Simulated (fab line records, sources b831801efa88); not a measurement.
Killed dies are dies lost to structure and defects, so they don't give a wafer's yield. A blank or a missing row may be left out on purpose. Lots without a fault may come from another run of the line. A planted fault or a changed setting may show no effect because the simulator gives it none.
Which tool did it? | flow sfq_line | 14 lots, 42 wafers sampled, at 1 step of a route of 325

WHAT THE GAUGES READ, wafer by wafer
The record holds no reading of a measuring or inspecting step that can be judged against a usual standard deviation.

WHICH TOOL RAN EACH LOT (tool, then ch and the chambers of the sampled wafers, then the start)
lot  | SFQ_TRILAYER_M0_ETCH_METAL_ETCH_024
L401 | rie_metal-04 ch 0, day 11 18:26
L402 | rie_metal-01 ch 0,1, day 11 22:58
L403 | rie_metal-03 ch 0,1, day 12 00:10
L406 | rie_metal-03 ch 0,1, day 12 08:34
L408 | rie_metal-04 ch 0, day 12 12:20
L410 | rie_metal-01 ch 0,1, day 14 20:42
L413 | rie_metal-03 ch 0,1, day 16 07:24
L414 | rie_metal-03 ch 0,1, day 16 15:48
L416 | rie_metal-03 ch 0,1, day 17 18:14
L417 | rie_metal-03 ch 0,1, day 18 03:48
L421 | rie_metal-01 ch 0,1, day 18 21:26
L422 | rie_metal-01 ch 1, day 19 04:41
L423 | rie_metal-01 ch 1, day 19 16:41
L424 | rie_metal-01 ch 1, day 20 02:25
- SFQ_TRILAYER_M0_ETCH_METAL_ETCH_024: etches Nb in Cl2/Ar, stops on SiO2, target depth 240 nm, time 120 s.

WHAT THE TOOLS THEMSELVES READ (means of the sampled wafers that have a number; where no wafer has one, the mark that the record gives instead)
SFQ_TRILAYER_M0_ETCH_METAL_ETCH_024. Usual: drypump_motor_current_A 5.9 A, standard deviation 0.41; oes_product_au 0.896 a.u., standard deviation 0.0067; run_length_s 148.5 s, standard deviation 0.56.
lot  | tool         | drypump_motor_current_A (A) | oes_product_au (a.u.) | run_length_s (s) | flag
L401 | rie_metal-04 | 5.1                         | 0.904                 | 148.8            |
L402 | rie_metal-01 | 6.1                         | 0.906                 | 147.9            |
L403 | rie_metal-03 | 6.0                         | 0.888                 | 148.9            |
L406 | rie_metal-03 | 6.1                         | 0.900                 | 148.7            |
L408 | rie_metal-04 | 5.1                         | 0.890                 | 148.7            |
L410 | rie_metal-01 | 6.1                         | 0.893                 | 148.1            |
L413 | rie_metal-03 | 6.1                         | 0.901                 | 148.8            |
L414 | rie_metal-03 | 6.1                         | 0.899                 | 148.9            |
L416 | rie_metal-03 | 6.1                         | 0.877                 | 152.4            | OFF
L417 | rie_metal-03 | 6.1                         | 0.882                 | 152.2            | OFF
L421 | rie_metal-01 | 6.2                         | 0.891                 | 148.3            |
L422 | rie_metal-01 | 5.9                         | 0.893                 | 147.7            |
L423 | rie_metal-01 | 5.9                         | 0.896                 | 147.5            |
L424 | rie_metal-01 | 5.9                         | 0.907                 | 147.4            |

THE ANSWER, worked out from the rows above alone
Rule: a lot is off if the mean of its wafers that have a number lies more than 3 standard deviations from the usual mean. A lot without any number at a reading at which 4 lots or more have one is off too. The other lots that the step has rows for count as sound. The gauges are gone through in route order, then the tools' own readings, and for those a lot's mean is taken as printed above. The first step at which some lot is off is used, and at that step the reading that is off furthest; a lot without a number counts as furthest.
Off: L416, L417, at SFQ_TRILAYER_M0_ETCH_METAL_ETCH_024 (run_length_s).
A tool fits if, at that step or a process step before it, it ran every lot that is off, and no sound lot after the first of them. One fits: rie_metal-03 at SFQ_TRILAYER_M0_ETCH_METAL_ETCH_024. Its last sound lot is L414 (day 16 15:48), its first lot that is off L416 (day 17 18:14): a fault that began between those two fits.
The tool's own readings at SFQ_TRILAYER_M0_ETCH_METAL_ETCH_024 bear it out: on the lots that are off they differ by more than 5 times the standard deviation of the sound lots' means. run_length_s reads 152.3 s there against 148.3 s on the sound lots.

WHAT THE SIMULATOR HAD PUT IN
Process parameter drift: rie_metal-03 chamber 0, from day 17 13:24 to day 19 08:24, at SFQ_TRILAYER_M0_ETCH_METAL_ETCH_024. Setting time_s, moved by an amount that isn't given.
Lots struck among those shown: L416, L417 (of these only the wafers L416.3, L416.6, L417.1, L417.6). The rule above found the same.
